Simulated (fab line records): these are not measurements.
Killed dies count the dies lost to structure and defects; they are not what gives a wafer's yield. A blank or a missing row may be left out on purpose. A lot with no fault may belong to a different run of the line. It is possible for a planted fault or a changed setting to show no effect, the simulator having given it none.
The tool behind it: which one? || flow sky130 || 36 wafers from 12 lots sampled at 5 of the route's 708 steps

== WHAT EACH GAUGE READ, for each wafer ==
SKY_POLY_GATE_THK_MEAS_21. Usual: POLY_GATE_OXIDATION_THK gives 3.98 nm (standard deviation 0.076).
{"lot": "L445", "measured": "day 17 10:35", "on": "film metro-04", "POLY_GATE_OXIDATION_THK (nm)": "4.05 3.97 4.01", "flag": ""}
{"lot": "L447", "measured": "day 18 05:34", "on": "film metro-03", "POLY_GATE_OXIDATION_THK (nm)": "3.86 3.96 3.94", "flag": ""}
{"lot": "L448", "measured": "day 18 07:23", "on": "film metro-04", "POLY_GATE_OXIDATION_THK (nm)": "3.93 3.95 3.99", "flag": ""}
{"lot": "L449", "measured": "day 18 20:07", "on": "film metro-03", "POLY_GATE_OXIDATION_THK (nm)": "3.89 3.97 3.95", "flag": ""}
{"lot": "L450", "measured": "day 19 07:56", "on": "film metro-03", "POLY_GATE_OXIDATION_THK (nm)": "3.75 3.78 3.84", "flag": ""}
{"lot": "L451", "measured": "day 19 10:43", "on": "film metro-03", "POLY_GATE_OXIDATION_THK (nm)": "4.00 4.05 3.94", "flag": ""}
{"lot": "L452", "measured": "day 20 14:26", "on": "film metro-01", "POLY_GATE_OXIDATION_THK (nm)": "4.00 4.02 4.04", "flag": ""}
{"lot": "L456", "measured": "day 21 15:01", "on": "film metro-01", "POLY_GATE_OXIDATION_THK (nm)": "3.26 3.30 3.31 3.33 3.30 3.36", "flag": "OFF"}
{"lot": "L459", "measured": "day 22 09:43", "on": "film metro-04", "POLY_GATE_OXIDATION_THK (nm)": "3.41 3.41 3.36 3.42 3.41 3.38", "flag": "OFF"}
{"lot": "L464", "measured": "day 24 01:32", "on": "film metro-04", "POLY_GATE_OXIDATION_THK (nm)": "3.95 3.96 4.06", "flag": ""}
{"lot": "L466", "measured": "day 25 05:08", "on": "film metro-03", "POLY_GATE_OXIDATION_THK (nm)": "4.05 4.00 3.94", "flag": ""}
{"lot": "L465", "measured": "day 25 05:31", "on": "film metro-04", "POLY_GATE_OXIDATION_THK (nm)": "3.91 3.97 3.99", "flag": ""}

SKY_LDD_N_OVL_MEAS_07. Usual: LDD_N_OVL gives -0.8 nm (standard deviation 1.7).
{"lot": "L445", "measured": "day 18 16:12", "on": "overlay-02", "LDD_N_OVL (nm)": "2.2 -1.2 1.6", "flag": ""}
{"lot": "L447", "measured": "day 19 13:35", "on": "overlay-02", "LDD_N_OVL (nm)": "2.8 3.2 0.3", "flag": ""}
{"lot": "L448", "measured": "day 19 15:32", "on": "overlay-01", "LDD_N_OVL (nm)": "0.1 -2.8 -0.2", "flag": ""}
{"lot": "L449", "measured": "day 20 03:30", "on": "overlay-01", "LDD_N_OVL (nm)": "-0.5 -0.1 -1.7", "flag": ""}
{"lot": "L450", "measured": "day 20 15:02", "on": "overlay-02", "LDD_N_OVL (nm)": "2.9 1.7 3.5", "flag": ""}
{"lot": "L451", "measured": "day 20 18:10", "on": "overlay-01", "LDD_N_OVL (nm)": "-1.0 -1.2 -0.9", "flag": ""}
{"lot": "L452", "measured": "day 21 20:57", "on": "overlay-01", "LDD_N_OVL (nm)": "-3.3 -4.6 -2.8", "flag": ""}
{"lot": "L456", "measured": "day 22 21:44", "on": "overlay-01", "LDD_N_OVL (nm)": "-0.1 -0.7 -0.5", "flag": ""}
{"lot": "L459", "measured": "day 23 16:06", "on": "overlay-02", "LDD_N_OVL (nm)": "-0.6 -0.3 -0.5", "flag": ""}
{"lot": "L464", "measured": "day 25 07:46", "on": "overlay-01", "LDD_N_OVL (nm)": "1.0 -1.3 -0.3", "flag": ""}
{"lot": "L466", "measured": "day 26 10:13", "on": "overlay-02", "LDD_N_OVL (nm)": "-2.2 -0.7 -1.2", "flag": ""}
{"lot": "L465", "measured": "day 26 10:56", "on": "overlay-01", "LDD_N_OVL (nm)": "-1.1 -1.1 -1.6", "flag": ""}

SKY_LDD_HVN_OVL_MEAS_07. Usual: LDD_HVN_OVL gives 0.3 nm (standard deviation 1.2).
{"lot": "L445", "measured": "day 21 08:27", "on": "overlay-02", "LDD_HVN_OVL (nm)": "-0.3 1.7 1.6", "flag": ""}
{"lot": "L447", "measured": "day 22 04:25", "on": "overlay-01", "LDD_HVN_OVL (nm)": "0.0 0.3 0.8", "flag": ""}
{"lot": "L448", "measured": "day 22 06:41", "on": "overlay-01", "LDD_HVN_OVL (nm)": "0.6 1.0 2.6", "flag": ""}
{"lot": "L449", "measured": "day 22 19:18", "on": "overlay-01", "LDD_HVN_OVL (nm)": "0.4 0.4 0.0", "flag": ""}
{"lot": "L450", "measured": "day 23 05:49", "on": "overlay-02", "LDD_HVN_OVL (nm)": "-0.5 1.0 0.7", "flag": ""}
{"lot": "L451", "measured": "day 23 10:10", "on": "overlay-02", "LDD_HVN_OVL (nm)": "0.7 1.8 1.6", "flag": ""}
{"lot": "L452", "measured": "day 24 11:17", "on": "overlay-02", "LDD_HVN_OVL (nm)": "0.7 -0.1 -0.3", "flag": ""}
{"lot": "L456", "measured": "day 25 11:53", "on": "overlay-01", "LDD_HVN_OVL (nm)": "-0.8 -0.8 1.3", "flag": ""}
{"lot": "L459", "measured": "day 26 05:33", "on": "overlay-02", "LDD_HVN_OVL (nm)": "0.1 -1.0 -1.1", "flag": ""}
{"lot": "L464", "measured": "day 27 19:03", "on": "overlay-02", "LDD_HVN_OVL (nm)": "1.0 -0.9 0.7", "flag": ""}
{"lot": "L466", "measured": "day 28 20:12", "on": "overlay-02", "LDD_HVN_OVL (nm)": "1.2 0.5 0.9", "flag": ""}
{"lot": "L465", "measured": "day 28 22:25", "on": "overlay-02", "LDD_HVN_OVL (nm)": "1.4 1.3 0.3", "flag": ""}

== TOOL THAT RAN EACH LOT (tool first, then ch and the chambers of the sampled wafers, then the start) ==
{"lot": "L445", "SKY_POLY_GATE_ETCH_17": "rie si-02 ch 0,2,3, day 17 06:50", "SKY_POLY_GATE_OXIDATION_20": "furnace-01 ch 0, day 17 09:20"}
{"lot": "L447", "SKY_POLY_GATE_ETCH_17": "rie si-02 ch 1,2, day 18 03:34", "SKY_POLY_GATE_OXIDATION_20": "furnace-02 ch 0, day 18 04:18"}
{"lot": "L448", "SKY_POLY_GATE_ETCH_17": "rie si-01 ch 0,1,2, day 18 05:56", "SKY_POLY_GATE_OXIDATION_20": "furnace-02 ch 0, day 18 06:08"}
{"lot": "L449", "SKY_POLY_GATE_ETCH_17": "rie si-02 ch 0,2,3, day 18 17:47", "SKY_POLY_GATE_OXIDATION_20": "furnace-01 ch 0, day 18 18:52"}
{"lot": "L450", "SKY_POLY_GATE_ETCH_17": "rie si-02 ch 1,2,3, day 19 05:55", "SKY_POLY_GATE_OXIDATION_20": "furnace-02 ch 0, day 19 06:40"}
{"lot": "L451", "SKY_POLY_GATE_ETCH_17": "rie si-02 ch 1,2,3, day 19 09:13", "SKY_POLY_GATE_OXIDATION_20": "furnace-01 ch 0, day 19 09:27"}
{"lot": "L452", "SKY_POLY_GATE_ETCH_17": "rie si-02 ch 2,3, day 20 12:23", "SKY_POLY_GATE_OXIDATION_20": "furnace-02 ch 0, day 20 13:11"}
{"lot": "L456", "SKY_POLY_GATE_ETCH_17": "rie si-02 ch 1,3, day 21 13:32", "SKY_POLY_GATE_OXIDATION_20": "furnace-01 ch 0, day 21 13:45"}
{"lot": "L459", "SKY_POLY_GATE_ETCH_17": "rie si-01 ch 0,2,3, day 22 08:16", "SKY_POLY_GATE_OXIDATION_20": "furnace-01 ch 0, day 22 08:28"}
{"lot": "L464", "SKY_POLY_GATE_ETCH_17": "rie si-01 ch 1,2, day 24 00:05", "SKY_POLY_GATE_OXIDATION_20": "furnace-02 ch 0, day 24 00:17"}
{"lot": "L466", "SKY_POLY_GATE_ETCH_17": "rie si-02 ch 0,2, day 25 03:41", "SKY_POLY_GATE_OXIDATION_20": "furnace-01 ch 0, day 25 03:53"}
{"lot": "L465", "SKY_POLY_GATE_ETCH_17": "rie si-01 ch 0,2,3, day 25 04:02", "SKY_POLY_GATE_OXIDATION_20": "furnace-02 ch 0, day 25 04:14"}
- SKY_POLY_GATE_ETCH_17: etches poly-Si in HBr/Cl2, stops on SiO2, target depth 180 nm, time 70.5 s.
- SKY_POLY_GATE_OXIDATION_20: stabilise 600 s, purge 300 s, target thk 4 nm.

== AS READ BY THE TOOLS THEMSELVES (means over the sampled wafers that have a number; for cases with no such wafer, the mark the record gives instead) ==
SKY_POLY_GATE_ETCH_17. Usual: drypump motor current A 5.6 A, standard deviation 0.47; oes product au 0.989 a.u., standard deviation 0.0058; throttle valve pct 33.685 %, standard deviation 0.0092.
{"lot": "L445", "tool": "rie si-02", "drypump motor current A (A)": 5.3, "oes product au (a.u.)": 0.994, "throttle valve pct (%)": 33.681, "flag": ""}
{"lot": "L447", "tool": "rie si-02", "drypump motor current A (A)": 5.8, "oes product au (a.u.)": 0.987, "throttle valve pct (%)": 33.687, "flag": ""}
{"lot": "L448", "tool": "rie si-01", "drypump motor current A (A)": 5.9, "oes product au (a.u.)": 0.984, "throttle valve pct (%)": 33.683, "flag": ""}
{"lot": "L449", "tool": "rie si-02", "drypump motor current A (A)": 5.3, "oes product au (a.u.)": 0.988, "throttle valve pct (%)": 33.689, "flag": ""}
{"lot": "L450", "tool": "rie si-02", "drypump motor current A (A)": 5.5, "oes product au (a.u.)": 0.985, "throttle valve pct (%)": 33.690, "flag": ""}
{"lot": "L451", "tool": "rie si-02", "drypump motor current A (A)": 5.5, "oes product au (a.u.)": 0.992, "throttle valve pct (%)": 33.681, "flag": ""}
{"lot": "L452", "tool": "rie si-02", "drypump motor current A (A)": 5.5, "oes product au (a.u.)": 0.985, "throttle valve pct (%)": 33.690, "flag": ""}
{"lot": "L456", "tool": "rie si-02", "drypump motor current A (A)": 5.2, "oes product au (a.u.)": 0.987, "throttle valve pct (%)": 33.683, "flag": ""}
{"lot": "L459", "tool": "rie si-01", "drypump motor current A (A)": 6.0, "oes product au (a.u.)": 0.989, "throttle valve pct (%)": 33.683, "flag": ""}
{"lot": "L464", "tool": "rie si-01", "drypump motor current A (A)": 5.7, "oes product au (a.u.)": 0.986, "throttle valve pct (%)": 33.687, "flag": ""}
{"lot": "L466", "tool": "rie si-02", "drypump motor current A (A)": 5.6, "oes product au (a.u.)": 0.988, "throttle valve pct (%)": 33.673, "flag": ""}
{"lot": "L465", "tool": "rie si-01", "drypump motor current A (A)": 6.0, "oes product au (a.u.)": 0.986, "throttle valve pct (%)": 33.689, "flag": ""}

SKY_POLY_GATE_OXIDATION_20. Usual: 867.6 C for spike tc bottom C, sd 2.3.
{"lot": "L445", "tool": "furnace-01", "spike tc bottom C (C)": 865.8, "flag": ""}
{"lot": "L447", "tool": "furnace-02", "spike tc bottom C (C)": 869.7, "flag": ""}
{"lot": "L448", "tool": "furnace-02", "spike tc bottom C (C)": 869.5, "flag": ""}
{"lot": "L449", "tool": "furnace-01", "spike tc bottom C (C)": 865.5, "flag": ""}
{"lot": "L450", "tool": "furnace-02", "spike tc bottom C (C)": 870.4, "flag": ""}
{"lot": "L451", "tool": "furnace-01", "spike tc bottom C (C)": 865.1, "flag": ""}
{"lot": "L452", "tool": "furnace-02", "spike tc bottom C (C)": 870.2, "flag": ""}
{"lot": "L456", "tool": "furnace-01", "spike tc bottom C (C)": 866.1, "flag": ""}
{"lot": "L459", "tool": "furnace-01", "spike tc bottom C (C)": 865.3, "flag": ""}
{"lot": "L464", "tool": "furnace-02", "spike tc bottom C (C)": 870.6, "flag": ""}
{"lot": "L466", "tool": "furnace-01", "spike tc bottom C (C)": 865.1, "flag": ""}
{"lot": "L465", "tool": "furnace-02", "spike tc bottom C (C)": 869.0, "flag": ""}

== THE ANSWER, worked out from the rows above alone ==
Rule: lot off if the mean of its wafers having a number is beyond 3 standard deviations from the usual mean. Also off: a lot with no number at a reading for which 4 or more lots have one. All remaining lots with rows at the step are treated as sound. Order of review: gauges by route order, followed by the tools' own readings, for which a lot's mean as printed above is used. The first step at which some lot is off is used, and at that step the reading that is off furthest; a lot without a number counts as furthest.
Off: L456, L459, at SKY_POLY_GATE_THK_MEAS_21 (POLY_GATE_OXIDATION_THK).
A tool fits if, at a process step before that reading, it ran every lot that is off, and no sound lot after the first of them. Those tools and the gauges at SKY_POLY_GATE_THK_MEAS_21 are tried in the same way. Not one of the candidates tried fits.

== WHAT THE SIMULATOR PUT IN ==
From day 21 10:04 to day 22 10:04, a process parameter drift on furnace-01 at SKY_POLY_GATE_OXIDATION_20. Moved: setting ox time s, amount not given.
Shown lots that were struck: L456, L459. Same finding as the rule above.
